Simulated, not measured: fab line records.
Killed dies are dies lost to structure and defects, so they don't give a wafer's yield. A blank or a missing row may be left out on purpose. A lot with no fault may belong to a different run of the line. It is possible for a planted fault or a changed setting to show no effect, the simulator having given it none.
A lot that was struck, set against a sound lot / flow sky130 / 17 out of 708 route steps
Sound: these wafers, L850.1, L850.4, L850.5. Struck: wafers L867.2, L867.5. (L867.1 of the same lot was not struck and is left out.) The cause comes at the end.
Order at every step that has rows: each side's tool, ch and its chambers, its first start. Under that, the readings that differ: sound wafers / struck wafers / difference of the means / sigmas: that difference in standard deviations of wafers without a fault.
alike: words and numbers the same on both sides, and readings whose means are apart by under 2 such deviations; not compared: readings that were withheld, readings missing a value for some wafer, numbers with overlapping values and no deviation given by the record, and bounds like >300 which may hide the same value.
A row with sigmas, a row that says differs or no value, or rows on one side alone: a step with any of these is where the two part. Numbers that have no deviation but don't overlap get no sigmas and don't part them. A reading that every wafer of one side lacks parts them only if that side has two wafers or more.

SKY_POLY_GATE_THK_MEAS_04:
  sound on film metro-04 at day 15 18:08; struck on film metro-04 at day 21 11:05
  alike: POLY_GATE_CVD_03_THK
then, 8 steps without rows for these wafers: SKY_POLY_GATE_DEHYDRATE_05 (time 60 s); SKY_POLY_GATE_HMDS_06 (prime time 60 s); SKY_POLY_GATE_COAT_07 (resist thk 112.1 nm); SKY_POLY_GATE_COAT_08 (resist thk 450 nm); SKY_POLY_GATE_SOFTBAKE_09 (time 90 s); SKY_POLY_GATE_EXPOSE_10 (exposes mask P1M, target cd 150 nm); SKY_POLY_GATE_PEB_11; SKY_POLY_GATE_DEVELOP_12 (develop time 60 s).
SKY_POLY_GATE_CD_MEAS_13 targets a cd of 150 nm.
  sound on cd sem-01 at day 16 21:04; struck on cd sem-02 at day 22 17:37
  alike: cd nm
SKY_POLY_GATE_OVL_MEAS_14:
  sound on overlay-01 at day 16 21:11; struck on overlay-01 at day 22 17:44
  alike: POLY_GATE_OVL
SKY_POLY_GATE_ETCH_15: etches BARC in N2/H2, stops on SiO2, time 118.5 s, target depth 110 nm.
  sound on rie diel-03 ch 0,1,3, day 16 21:13; struck on rie diel-03 ch 0, day 22 17:46
  alike: drypump motor current A, oes product au, throttle valve pct
  not compared: rf hours counter h
SKY_POLY_GATE_ETCH_16: etches Si3N4 in CH3F/O2, stops on poly-Si, time 147.5 s, target depth 75 nm.
  sound on rie diel-03 ch 0,1,3, day 16 21:18; struck on rie diel-03 ch 0, day 22 17:51
reading=model.KrF-thick_of_POLY_GATE_COAT_08.thk nm (nm); sound=235.7 232.4 233.1; struck=274 272.2; difference=+39; sigmas=
  alike: drypump motor current A, oes product au, throttle valve pct
  not compared: rf hours counter h
SKY_POLY_GATE_ETCH_17: etches poly-Si in HBr/Cl2, stops on SiO2, target depth 180 nm, time 70.5 s.
  sound on rie si-02 ch 0,1,3, day 16 21:24; struck on rie si-02 ch 1, day 22 17:57
reading=model.KrF-thick_of_POLY_GATE_COAT_08.thk nm (nm); sound=143.5 138.8 138.9; struck=180.7 179.5; difference=+39.7; sigmas=
  alike: drypump motor current A, mfc cl2 sccm, oes product au, throttle valve pct
  not compared: rf hours counter h
SKY_POLY_GATE_STRIP_18: strips in O2/N2.
  sound on plasma asher-04 ch 0,1, day 16 21:27; struck on plasma asher-01 ch 1, day 22 18:00
reading=oes product au (a.u.); sound=0.370 0.350 0.355; struck=0.381 0.375; difference=+0.020; sigmas=+4
reading=strip time to endpoint s (s); sound=3.25 3.17 3.17; struck=3.62 3.63; difference=+0.43; sigmas=+10
  alike: drypump motor current A
  not compared: rf hours counter h
then, 2 steps without rows for these wafers: SKY_POLY_GATE_CLEAN_19 (cleans in SC1/SC2, time 150 s); SKY_PAD_OPEN_PROBE_99.

## WHERE THEY PART
Within this record, at SKY_POLY_GATE_STRIP_18 only.

WHY: the cause the simulator had injected
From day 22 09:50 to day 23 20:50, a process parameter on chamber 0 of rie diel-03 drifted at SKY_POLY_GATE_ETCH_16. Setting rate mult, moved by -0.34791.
